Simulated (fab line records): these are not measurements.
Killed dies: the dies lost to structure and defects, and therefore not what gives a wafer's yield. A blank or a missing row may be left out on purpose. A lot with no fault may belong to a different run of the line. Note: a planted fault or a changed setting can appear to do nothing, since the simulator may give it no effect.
Which tool was responsible? | flow gf180mcu | 21 wafers from 7 lots sampled at 2 of the route's 602 steps

## WHAT THE GAUGES READ, wafer by wafer
GF_DNWELL_TW_MEAS_09.
lot  | measured    | on            | DNWELL_TW
L192 | day 3 14:25 | film_metro-04 | 1348 1344 1340
L195 | day 4 01:40 | film_metro-02 | 1349 1344 1339
L200 | day 5 08:10 | film_metro-02 | 31 31 31
L205 | day 6 12:49 | film_metro-02 | 1354 1346 1348
L207 | day 6 23:11 | film_metro-04 | 1362 1369 1368
L210 | day 7 09:52 | film_metro-04 | 1354 1348 1352
L212 | day 7 22:21 | film_metro-03 | 1360 1360 1355

## WHAT TOOL EACH LOT RAN ON (gives the tool, then ch and the chambers of the sampled wafers, and finally the start)
lot  | GF_DNWELL_DEVELOP_06
L192 | litho_track-01 ch 0, day 3 14:00
L195 | litho_track-02 ch 0, day 4 01:00
L200 | litho_track-01, day 5 07:00
L205 | litho_track-01 ch 0, day 6 12:00
L207 | litho_track-03 ch 0, day 6 22:00
L210 | litho_track-01 ch 0, day 7 09:00
L212 | litho_track-01 ch 0, day 7 21:00
- GF_DNWELL_DEVELOP_06: develop time 60 s.

## THE ANSWER, worked out from the rows above alone
Rule: the usual values come from the lots themselves. Put in order of their means at a reading, lots are off if they are a third of the lots or fewer, leave a main group of 4 or more, and stand apart from it by a gap of 3 or more times the standard deviation of the main group's means; of several such gaps the widest counts. A main group is skipped when, at the precision printed for the reading in the tables above, its means are all equal. Also off: a lot with no number at a reading for which 4 or more lots have one. Any other lot the step has rows for is counted as sound.
Off: L200, at GF_DNWELL_TW_MEAS_09 (DNWELL_TW). The main group has a mean of 1352 with a standard deviation of 8.
If a tool, at a process step before that reading, ran all the lots that are off and no sound lot after the first of them, it fits. The gauges at GF_DNWELL_TW_MEAS_09 are tried like those tools. No candidate that was tried fits.

## WHAT HAD BEEN PUT IN BY THE SIMULATOR
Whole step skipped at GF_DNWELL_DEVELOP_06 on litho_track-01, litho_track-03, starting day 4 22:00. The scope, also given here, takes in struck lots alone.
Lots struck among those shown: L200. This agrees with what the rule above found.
